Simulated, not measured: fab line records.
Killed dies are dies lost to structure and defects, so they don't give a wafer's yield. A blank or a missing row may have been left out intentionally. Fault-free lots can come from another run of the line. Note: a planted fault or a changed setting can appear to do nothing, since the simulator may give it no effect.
Which tool did it?    flow sky130    15 lots, 42 wafers sampled, at 5 steps of a route of 708

## WHAT THE GAUGES READ, wafer by wafer
SKY_VIA2_CD_MEAS_12: the cd target is 200 nm.
lot   measured      on         cd-nm (nm)
L670  day 35 22:08  cd-sem-01  200.8 200.3 199.1
L671  day 36 17:52  cd-sem-02  199.9 201.5 200.3
L673  day 37 17:15  cd-sem-01  197.9 197.5 198.6
L674  day 37 21:57  cd-sem-01  201.1 200.2 199.8
L676  day 38 14:57  cd-sem-02  199.0 198.1 199.6
L677  day 38 16:16  cd-sem-01  203.4 202.7 202.2
L675  day 38 17:28  cd-sem-02  200.5 199.2 198.1
L678  day 39 03:41  cd-sem-02  196.4 196.8 197.5
L680  day 40 00:14  cd-sem-02  200.0 201.6 201.2
L679  day 40 01:16  cd-sem-02  201.7 201.2
L684  day 40 12:51  cd-sem-02  201.1 200.2
L685  day 41 01:02  cd-sem-02  199.8 200.2
L689  day 42 06:46  cd-sem-02  200.6 200.3 198.4
L692  day 42 23:22  cd-sem-01  200.5 200.5 199.6
L693  day 43 01:42  cd-sem-01  197.0 198.8 198.0

SKY_VIA3_THK_MEAS_01.
lot   measured      on             VIA3_HDPCVD_THK (nm)
L670  day 38 06:25  film-metro-02  1629 1651 1672
L671  day 39 01:27  film-metro-03  1633 1609 1624
L673  day 39 23:41  film-metro-02  1637 1636 1623
L674  day 40 03:43  film-metro-03  1625 1626 1627
L676  day 40 18:31  film-metro-02  1624 1599 1618
L677  day 40 21:11  film-metro-03  1640 1645 1671
L675  day 40 21:50  film-metro-01  1616 1633 1608
L678  day 41 08:23  film-metro-02  1636 1659 1631
L680  day 42 03:25  film-metro-03  1641 1658 1642
L679  day 42 06:40  film-metro-03  1665 1644
L684  day 42 16:06  film-metro-01  1632 1630
L685  day 43 03:49  film-metro-03  1633 1624
L689  day 44 08:05  film-metro-02  1609 1640 1649
L692  day 44 23:56  film-metro-03  1632 1647 1664
L693  day 45 02:26  film-metro-02  1666 1628 1683

## WHICH TOOL RAN EACH LOT (tool, then ch and the chambers of the sampled wafers, then the start)
lot   SKY_METAL3_SPUTTER_02         SKY_METAL3_COAT_08                 SKY_METAL3_STRIP_19
L670  pvd-sputter-02, day 35 23:41  litho-track-03 ch 0, day 37 15:00  plasma-asher-03 ch 0,1, day 38 05:38
L671  pvd-sputter-02, day 36 19:29  litho-track-03 ch 0, day 38 11:00  plasma-asher-03 ch 0,1, day 39 00:41
L673  pvd-sputter-02, day 37 18:47  litho-track-02 ch 0, day 39 09:00  plasma-asher-02 ch 0,1, day 39 22:54
L674  pvd-sputter-03, day 37 23:31  litho-track-04 ch 0, day 39 14:00  plasma-asher-02 ch 0,1, day 40 02:56
L676  pvd-sputter-02, day 38 16:31  litho-track-03 ch 0, day 40 04:00  plasma-asher-02 ch 0,1, day 40 17:43
L677  pvd-sputter-03, day 38 17:51  litho-track-04 ch 0, day 40 07:00  plasma-asher-03 ch 0,1, day 40 20:26
L675  pvd-sputter-04, day 38 19:02  litho-track-04 ch 0, day 40 07:00  plasma-asher-02 ch 0,1, day 40 21:04
L678  pvd-sputter-02, day 39 05:16  litho-track-02 ch 0, day 40 19:00  plasma-asher-02 ch 0,1, day 41 07:38
L680  pvd-sputter-04, day 40 01:50  litho-track-04 ch 0, day 41 13:00  plasma-asher-03 ch 0, day 42 02:29
L679  pvd-sputter-03, day 40 03:20  litho-track-04 ch 0, day 41 16:00  plasma-asher-01 ch 1, day 42 05:21
L684  pvd-sputter-03, day 40 14:25  litho-track-04 ch 0, day 42 03:00  plasma-asher-02 ch 0,1, day 42 15:20
L685  pvd-sputter-04, day 41 02:35  litho-track-04 ch 0, day 42 14:00  plasma-asher-03 ch 1, day 43 03:02
L689  pvd-sputter-03, day 42 08:43  litho-track-03 ch 0, day 43 19:00  plasma-asher-03 ch 0,1, day 44 07:19
L692  pvd-sputter-04, day 43 00:56  litho-track-02 ch 0, day 44 10:00  plasma-asher-02 ch 0,1, day 44 23:10
L693  pvd-sputter-02, day 43 03:16  litho-track-02 ch 0, day 44 13:00  plasma-asher-02 ch 0,1, day 45 01:40
- SKY_METAL3_SPUTTER_02: material AlCu, target thk 735 nm, time 39.1 s.
- SKY_METAL3_COAT_08: resist thk 1140 nm.
- SKY_METAL3_STRIP_19: strips in O2/N2.

## WHAT THE TOOLS THEMSELVES READ (means of the sampled wafers that have a number; where no wafer has one, the mark that the record gives instead)
SKY_METAL3_SPUTTER_02.
lot   tool            cathode-dc-power-W (W)  throttle-valve-pct (%)
L670  pvd-sputter-02  10599                   29.6
L671  pvd-sputter-02  10601                   30.8
L673  pvd-sputter-02  10602                   30.3
L674  pvd-sputter-03  10601                   30.7
L676  pvd-sputter-02  10601                   29.9
L677  pvd-sputter-03  10599                   30.4
L675  pvd-sputter-04  10602                   29.5
L678  pvd-sputter-02  10601                   30.3
L680  pvd-sputter-04  10599                   31.4
L679  pvd-sputter-03  10602                   29.8
L684  pvd-sputter-03  10600                   30.4
L685  pvd-sputter-04  10598                   31.4
L689  pvd-sputter-03  10603                   30.7
L692  pvd-sputter-04  10601                   29.5
L693  pvd-sputter-02  10601                   30.6

SKY_METAL3_STRIP_19.
lot   tool             drypump-motor-current-A (A)  o2-flow-sccm (sccm)  oes-product-au (a.u.)  strip-time-to-endpoint-s (s)
L670  plasma-asher-03  5.1                          3002                 0.498                  6.45
L671  plasma-asher-03  5.1                          2986                 0.493                  6.33
L673  plasma-asher-02  5.9                          3006                 0.502                  6.48
L674  plasma-asher-02  5.9                          2998                 0.495                  6.42
L676  plasma-asher-02  5.9                          3005                 0.496                  6.45
L677  plasma-asher-03  5.1                          3001                 0.500                  6.44
L675  plasma-asher-02  5.9                          3003                 0.495                  6.48
L678  plasma-asher-02  5.9                          3000                 0.503                  6.56
L680  plasma-asher-03  4.8                          3004                 0.497                  6.41
L679  plasma-asher-01  6.3                          3004                 0.526                  7.06
L684  plasma-asher-02  5.8                          3004                 0.522                  6.98
L685  plasma-asher-03  5.8                          3007                 0.551                  7.58
L689  plasma-asher-03  5.2                          3008                 0.503                  6.58
L692  plasma-asher-02  5.9                          3002                 0.500                  6.43
L693  plasma-asher-02  5.9                          2998                 0.505                  6.55

## THE ANSWER, worked out from the rows above alone
Rule: what is usual is taken from the lots themselves. Put in order of their means at a reading, lots are off if they are a third of the lots or fewer, leave a main group of 4 or more, and stand apart from it by a gap of 3 or more times the standard deviation of the main group's means; of several such gaps the widest counts. If all means in a main group match to the digits the tables above print for the reading, that group is not used. Also off: a lot with no number at a reading for which 4 or more lots have one. All remaining lots with rows at the step are treated as sound. After the gauges, taken in route order, come the tools' own readings; for these a lot's mean is taken, as printed above. At the first step where some lot is off, the reading lying furthest off is the one used; lots without a number count as furthest.
Off: L679, L684, L685, at SKY_METAL3_STRIP_19 (strip-time-to-endpoint-s). For the main group the mean is 6.46 s and the standard deviation 0.068.
A tool fits if, at that step or a process step before it, it ran every lot that is off, and no sound lot after the first of them. One candidate fits, namely litho-track-04 at SKY_METAL3_COAT_08. A fault onset in the window from L680 (day 41 13:00, its last sound lot) to L679 (day 41 16:00, its first lot off) fits.

## WHAT THE SIMULATOR PUT IN
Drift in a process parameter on litho-track-04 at SKY_METAL3_COAT_08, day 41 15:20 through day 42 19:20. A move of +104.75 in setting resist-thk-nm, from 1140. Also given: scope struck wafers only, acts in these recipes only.
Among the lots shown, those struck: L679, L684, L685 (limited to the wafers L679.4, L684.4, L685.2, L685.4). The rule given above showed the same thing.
